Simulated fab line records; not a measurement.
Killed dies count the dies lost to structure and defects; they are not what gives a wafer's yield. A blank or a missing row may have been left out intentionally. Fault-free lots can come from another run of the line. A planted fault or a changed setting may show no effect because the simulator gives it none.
Which of the tools did it? / flow gf180mcu / 24 lots, 72 wafers sampled, at 4 steps of a route of 602

WHAT THE GAUGES READ, wafer by wafer
GF_POLY_GATE_OVL_MEAS_11.
lot=L074; measured=day 9 09:08; on=overlay-01; POLY_GATE_OVL (nm)=1 -7 3
lot=L075; measured=day 9 09:49; on=overlay-01; POLY_GATE_OVL (nm)=0 -4 -6
lot=L076; measured=day 9 15:29; on=overlay-02; POLY_GATE_OVL (nm)=3 -1 0
lot=L077; measured=day 9 20:29; on=overlay-02; POLY_GATE_OVL (nm)=2 4 -3
lot=L078; measured=day 10 01:59; on=overlay-01; POLY_GATE_OVL (nm)=2 5 3
lot=L079; measured=day 10 14:20; on=overlay-01; POLY_GATE_OVL (nm)=4 12 8
lot=L080; measured=day 10 22:44; on=overlay-01; POLY_GATE_OVL (nm)=-1 -10 -6
lot=L081; measured=day 11 10:50; on=overlay-02; POLY_GATE_OVL (nm)=7 3 -1
lot=L082; measured=day 11 21:26; on=overlay-01; POLY_GATE_OVL (nm)=-5 1 4
lot=L083; measured=day 11 23:23; on=overlay-01; POLY_GATE_OVL (nm)=-7 -5 -4
lot=L084; measured=day 12 10:13; on=overlay-01; POLY_GATE_OVL (nm)=-2 -1 -3
lot=L085; measured=day 12 20:43; on=overlay-01; POLY_GATE_OVL (nm)=2 -1 -1
lot=L086; measured=day 13 03:08; on=overlay-01; POLY_GATE_OVL (nm)=0 3 3
lot=L087; measured=day 13 14:20; on=overlay-02; POLY_GATE_OVL (nm)=2 0 5
lot=L088; measured=day 13 16:37; on=overlay-02; POLY_GATE_OVL (nm)=3 7 9
lot=L090; measured=day 14 01:23; on=overlay-02; POLY_GATE_OVL (nm)=11 1 0
lot=L089; measured=day 14 05:37; on=overlay-02; POLY_GATE_OVL (nm)=0 -1 -5
lot=L091; measured=day 14 08:47; on=overlay-02; POLY_GATE_OVL (nm)=-1 -2 -1
lot=L092; measured=day 14 16:08; on=overlay-01; POLY_GATE_OVL (nm)=-10 -4 -1
lot=L093; measured=day 14 23:55; on=overlay-02; POLY_GATE_OVL (nm)=0 5 6
lot=L094; measured=day 15 06:34; on=overlay-02; POLY_GATE_OVL (nm)=-1 -3 0
lot=L095; measured=day 15 09:25; on=overlay-02; POLY_GATE_OVL (nm)=-4 -3 7
lot=L096; measured=day 15 21:38; on=overlay-02; POLY_GATE_OVL (nm)=-12 -7 0
lot=L097; measured=day 16 04:44; on=overlay-02; POLY_GATE_OVL (nm)=-6 3 2

GF_PSD_TW_MEAS_11.
lot=L074; measured=day 14 08:23; on=filmMetro-03; PSD_TW=3210 3190 3205
lot=L075; measured=day 14 12:52; on=filmMetro-04; PSD_TW=3160 3141 3144
lot=L076; measured=day 14 17:34; on=filmMetro-02; PSD_TW=3130 3122 3123
lot=L077; measured=day 15 01:58; on=filmMetro-04; PSD_TW=3118 3120 3109
lot=L078; measured=day 15 03:58; on=filmMetro-03; PSD_TW=3185 3191 3197
lot=L079; measured=day 15 20:28; on=filmMetro-02; PSD_TW=3142 3124 3129
lot=L080; measured=day 16 07:05; on=filmMetro-02; PSD_TW=3152 3156 3138
lot=L081; measured=day 16 19:55; on=filmMetro-03; PSD_TW=3179 3183 3206
lot=L082; measured=day 17 09:08; on=filmMetro-02; PSD_TW=3147 3179 3138
lot=L083; measured=day 17 13:16; on=filmMetro-02; PSD_TW=3163 3158 3160
lot=L084; measured=day 18 00:16; on=filmMetro-04; PSD_TW=3157 3136 3118
lot=L085; measured=day 18 12:31; on=filmMetro-04; PSD_TW=3154 3144 3148
lot=L086; measured=day 18 20:44; on=filmMetro-02; PSD_TW=3146 3124 3138
lot=L087; measured=day 19 12:23; on=filmMetro-02; PSD_TW=3151 3129 3129
lot=L088; measured=day 19 18:19; on=filmMetro-02; PSD_TW=3136 3122 3132
lot=L090; measured=day 20 00:19; on=filmMetro-02; PSD_TW=3130 3116 3134
lot=L089; measured=day 20 08:42; on=filmMetro-04; PSD_TW=3146 3116 3123
lot=L091; measured=day 20 08:25; on=filmMetro-04; PSD_TW=3128 3134 3131
lot=L092; measured=day 20 20:28; on=filmMetro-04; PSD_TW=3137 3125 3125
lot=L093; measured=day 21 04:51; on=filmMetro-03; PSD_TW=3201 3184 3189
lot=L094; measured=day 21 10:12; on=filmMetro-04; PSD_TW=3145 3130 3133
lot=L095; measured=day 21 12:25; on=filmMetro-02; PSD_TW=3131 3130 3123
lot=L096; measured=day 22 01:25; on=filmMetro-02; PSD_TW=3123 3137 3139
lot=L097; measured=day 22 14:04; on=filmMetro-03; PSD_TW=3202 3188 3184

GF_V3_THK_MEAS_03.
lot=L074; measured=day 21 12:00; on=filmMetro-01; V3_CVD_02_THK (nm)=858 845 848
lot=L075; measured=day 21 16:49; on=filmMetro-01; V3_CVD_02_THK (nm)=860 848 851
lot=L076; measured=day 21 22:04; on=filmMetro-04; V3_CVD_02_THK (nm)=841 834 845
lot=L077; measured=day 22 07:16; on=filmMetro-04; V3_CVD_02_THK (nm)=851 854 853
lot=L078; measured=day 22 10:20; on=filmMetro-04; V3_CVD_02_THK (nm)=865 848 866
lot=L079; measured=day 23 02:12; on=filmMetro-01; V3_CVD_02_THK (nm)=833 834 849
lot=L080; measured=day 23 14:08; on=filmMetro-03; V3_CVD_02_THK (nm)=828 861 839
lot=L081; measured=day 24 03:14; on=filmMetro-01; V3_CVD_02_THK (nm)=848 860 840
lot=L082; measured=day 24 14:20; on=filmMetro-01; V3_CVD_02_THK (nm)=840 841 849
lot=L083; measured=day 24 19:42; on=filmMetro-01; V3_CVD_02_THK (nm)=830 837 839
lot=L084; measured=day 25 04:30; on=filmMetro-03; V3_CVD_02_THK (nm)=839 835 845
lot=L085; measured=day 25 16:59; on=filmMetro-04; V3_CVD_02_THK (nm)=842 836 851
lot=L086; measured=day 25 23:37; on=filmMetro-04; V3_CVD_02_THK (nm)=840 862 855
lot=L087; measured=day 26 13:28; on=filmMetro-01; V3_CVD_02_THK (nm)=834 861 852
lot=L088; measured=day 26 18:12; on=filmMetro-04; V3_CVD_02_THK (nm)=847 848 856
lot=L090; measured=day 26 22:51; on=filmMetro-03; V3_CVD_02_THK (nm)=843 843 856
lot=L089; measured=day 27 09:28; on=filmMetro-04; V3_CVD_02_THK (nm)=851 865 873
lot=L091; measured=day 27 07:28; on=filmMetro-03; V3_CVD_02_THK (nm)=838 845 857
lot=L092; measured=day 27 14:57; on=filmMetro-04; V3_CVD_02_THK (nm)=830 825 827
lot=L093; measured=day 27 23:08; on=filmMetro-03; V3_CVD_02_THK (nm)=831 844 848
lot=L094; measured=day 28 03:25; on=filmMetro-03; V3_CVD_02_THK (nm)=855 856 855
lot=L095; measured=day 28 04:53; on=filmMetro-01; V3_CVD_02_THK (nm)=845 840 853
lot=L096; measured=day 28 14:57; on=filmMetro-01; V3_CVD_02_THK (nm)=856 877 863
lot=L097; measured=day 29 02:55; on=filmMetro-01; V3_CVD_02_THK (nm)=819 825 836

TOOL THAT RAN EACH LOT (tool first, then ch and the chambers of the sampled wafers, then the start)
lot=L074; GF_M3_STRIP_17=plasmaAsher-03 ch 0,1, day 21 11:16
lot=L075; GF_M3_STRIP_17=plasmaAsher-01 ch 0,1, day 21 16:05
lot=L076; GF_M3_STRIP_17=plasmaAsher-01 ch 0,1, day 21 21:19
lot=L077; GF_M3_STRIP_17=plasmaAsher-03 ch 0, day 22 06:31
lot=L078; GF_M3_STRIP_17=plasmaAsher-02 ch 0,1, day 22 09:37
lot=L079; GF_M3_STRIP_17=plasmaAsher-02 ch 0,1, day 23 01:28
lot=L080; GF_M3_STRIP_17=plasmaAsher-03 ch 0,1, day 23 13:20
lot=L081; GF_M3_STRIP_17=plasmaAsher-03 ch 0,1, day 24 02:28
lot=L082; GF_M3_STRIP_17=plasmaAsher-01 ch 0, day 24 13:35
lot=L083; GF_M3_STRIP_17=plasmaAsher-02 ch 0,1, day 24 18:55
lot=L084; GF_M3_STRIP_17=plasmaAsher-02 ch 0,1, day 25 03:46
lot=L085; GF_M3_STRIP_17=plasmaAsher-03 ch 0,1, day 25 16:07
lot=L086; GF_M3_STRIP_17=plasmaAsher-01 ch 0,1, day 25 22:34
lot=L087; GF_M3_STRIP_17=plasmaAsher-02 ch 0,1, day 26 12:38
lot=L088; GF_M3_STRIP_17=plasmaAsher-03 ch 0,1, day 26 17:28
lot=L090; GF_M3_STRIP_17=plasmaAsher-02 ch 0,1, day 26 22:05
lot=L089; GF_M3_STRIP_17=plasmaAsher-03 ch 0,1, day 27 08:23
lot=L091; GF_M3_STRIP_17=plasmaAsher-01 ch 0, day 27 06:43
lot=L092; GF_M3_STRIP_17=plasmaAsher-01 ch 0,1, day 27 14:06
lot=L093; GF_M3_STRIP_17=plasmaAsher-03 ch 0,1, day 27 22:22
lot=L094; GF_M3_STRIP_17=plasmaAsher-03 ch 0,1, day 28 02:37
lot=L095; GF_M3_STRIP_17=plasmaAsher-03 ch 0,1, day 28 04:07
lot=L096; GF_M3_STRIP_17=plasmaAsher-02 ch 0,1, day 28 14:10
lot=L097; GF_M3_STRIP_17=plasmaAsher-02 ch 0,1, day 29 02:07
- GF_M3_STRIP_17: strips in O2/N2.

AS READ BY THE TOOLS THEMSELVES (means over the sampled wafers that have a number; for cases with no such wafer, the mark the record gives instead)
GF_M3_STRIP_17.
lot=L074; tool=plasmaAsher-03; drypumpMotorCurrentA (A)=4.8; heaterPowerW (W)=315; o2FlowSccm (sccm)=2994; oesProductAu (a.u.)=0.554; stripTimeToEndpointS (s)=7.88
lot=L075; tool=plasmaAsher-01; drypumpMotorCurrentA (A)=5.8; heaterPowerW (W)=342; o2FlowSccm (sccm)=3002; oesProductAu (a.u.)=0.561; stripTimeToEndpointS (s)=7.84
lot=L076; tool=plasmaAsher-01; drypumpMotorCurrentA (A)=5.8; heaterPowerW (W)=345; o2FlowSccm (sccm)=3003; oesProductAu (a.u.)=0.560; stripTimeToEndpointS (s)=7.91
lot=L077; tool=plasmaAsher-03; drypumpMotorCurrentA (A)=4.6; heaterPowerW (W)=321; o2FlowSccm (sccm)=2988; oesProductAu (a.u.)=0.555; stripTimeToEndpointS (s)=7.83
lot=L078; tool=plasmaAsher-02; drypumpMotorCurrentA (A)=5.5; heaterPowerW (W)=348; o2FlowSccm (sccm)=2995; oesProductAu (a.u.)=0.561; stripTimeToEndpointS (s)=7.87
lot=L079; tool=plasmaAsher-02; drypumpMotorCurrentA (A)=5.5; heaterPowerW (W)=347; o2FlowSccm (sccm)=3004; oesProductAu (a.u.)=0.559; stripTimeToEndpointS (s)=7.88
lot=L080; tool=plasmaAsher-03; drypumpMotorCurrentA (A)=5.0; heaterPowerW (W)=313; o2FlowSccm (sccm)=3005; oesProductAu (a.u.)=0.558; stripTimeToEndpointS (s)=7.90
lot=L081; tool=plasmaAsher-03; drypumpMotorCurrentA (A)=4.8; heaterPowerW (W)=315; o2FlowSccm (sccm)=3001; oesProductAu (a.u.)=0.563; stripTimeToEndpointS (s)=7.92
lot=L082; tool=plasmaAsher-01; drypumpMotorCurrentA (A)=5.6; heaterPowerW (W)=342; o2FlowSccm (sccm)=2985; oesProductAu (a.u.)=0.558; stripTimeToEndpointS (s)=7.89
lot=L083; tool=plasmaAsher-02; drypumpMotorCurrentA (A)=5.5; heaterPowerW (W)=346; o2FlowSccm (sccm)=3000; oesProductAu (a.u.)=0.558; stripTimeToEndpointS (s)=7.89
lot=L084; tool=plasmaAsher-02; drypumpMotorCurrentA (A)=5.8; heaterPowerW (W)=331; o2FlowSccm (sccm)=2991; oesProductAu (a.u.)=0.561; stripTimeToEndpointS (s)=7.88
lot=L085; tool=plasmaAsher-03; drypumpMotorCurrentA (A)=4.8; heaterPowerW (W)=317; o2FlowSccm (sccm)=2996; oesProductAu (a.u.)=0.559; stripTimeToEndpointS (s)=7.87
lot=L086; tool=plasmaAsher-01; drypumpMotorCurrentA (A)=5.8; heaterPowerW (W)=350; o2FlowSccm (sccm)=3004; oesProductAu (a.u.)=0.555; stripTimeToEndpointS (s)=7.85
lot=L087; tool=plasmaAsher-02; drypumpMotorCurrentA (A)=5.5; heaterPowerW (W)=345; o2FlowSccm (sccm)=3001; oesProductAu (a.u.)=0.557; stripTimeToEndpointS (s)=7.87
lot=L088; tool=plasmaAsher-03; drypumpMotorCurrentA (A)=5.0; heaterPowerW (W)=315; o2FlowSccm (sccm)=3009; oesProductAu (a.u.)=0.560; stripTimeToEndpointS (s)=7.83
lot=L090; tool=plasmaAsher-02; drypumpMotorCurrentA (A)=5.5; heaterPowerW (W)=350; o2FlowSccm (sccm)=2999; oesProductAu (a.u.)=0.556; stripTimeToEndpointS (s)=7.87
lot=L089; tool=plasmaAsher-03; drypumpMotorCurrentA (A)=5.0; heaterPowerW (W)=314; o2FlowSccm (sccm)=3012; oesProductAu (a.u.)=0.560; stripTimeToEndpointS (s)=7.90
lot=L091; tool=plasmaAsher-01; drypumpMotorCurrentA (A)=5.6; heaterPowerW (W)=346; o2FlowSccm (sccm)=2988; oesProductAu (a.u.)=0.559; stripTimeToEndpointS (s)=7.91
lot=L092; tool=plasmaAsher-01; drypumpMotorCurrentA (A)=5.9; heaterPowerW (W)=346; o2FlowSccm (sccm)=3001; oesProductAu (a.u.)=0.550; stripTimeToEndpointS (s)=7.85
lot=L093; tool=plasmaAsher-03; drypumpMotorCurrentA (A)=4.8; heaterPowerW (W)=314; o2FlowSccm (sccm)=3003; oesProductAu (a.u.)=0.559; stripTimeToEndpointS (s)=7.88
lot=L094; tool=plasmaAsher-03; drypumpMotorCurrentA (A)=5.0; heaterPowerW (W)=315; o2FlowSccm (sccm)=2999; oesProductAu (a.u.)=0.558; stripTimeToEndpointS (s)=7.85
lot=L095; tool=plasmaAsher-03; drypumpMotorCurrentA (A)=5.0; heaterPowerW (W)=314; o2FlowSccm (sccm)=2990; oesProductAu (a.u.)=0.553; stripTimeToEndpointS (s)=7.81
lot=L096; tool=plasmaAsher-02; drypumpMotorCurrentA (A)=5.5; heaterPowerW (W)=347; o2FlowSccm (sccm)=2992; oesProductAu (a.u.)=0.552; stripTimeToEndpointS (s)=7.82
lot=L097; tool=plasmaAsher-02; drypumpMotorCurrentA (A)=5.5; heaterPowerW (W)=355; o2FlowSccm (sccm)=2997; oesProductAu (a.u.)=0.554; stripTimeToEndpointS (s)=7.88

THE ANSWER, worked out from the rows above alone
Rule: the usual values come from the lots themselves. The widest of any qualifying gaps counts: lots, ordered by their means at a reading, are off when they make up no more than a third of the lots, leave a main group of 4 or more, and stand apart from it by 3 or more times the standard deviation of that group's means. Not used: any main group whose means are identical at the precision the tables above print for the reading. A lot without any number at a reading at which 4 lots or more have one is off too. Where the step has rows for the other lots, those lots are counted as sound. First the gauges in route order, then the tools' own readings, where a lot's mean is used as printed above. At the first step where some lot is off, the reading lying furthest off is the one used; lots without a number count as furthest.
No lot is off at any reading shown: from this, nothing can be told.

WHAT HAD BEEN PUT IN BY THE SIMULATOR
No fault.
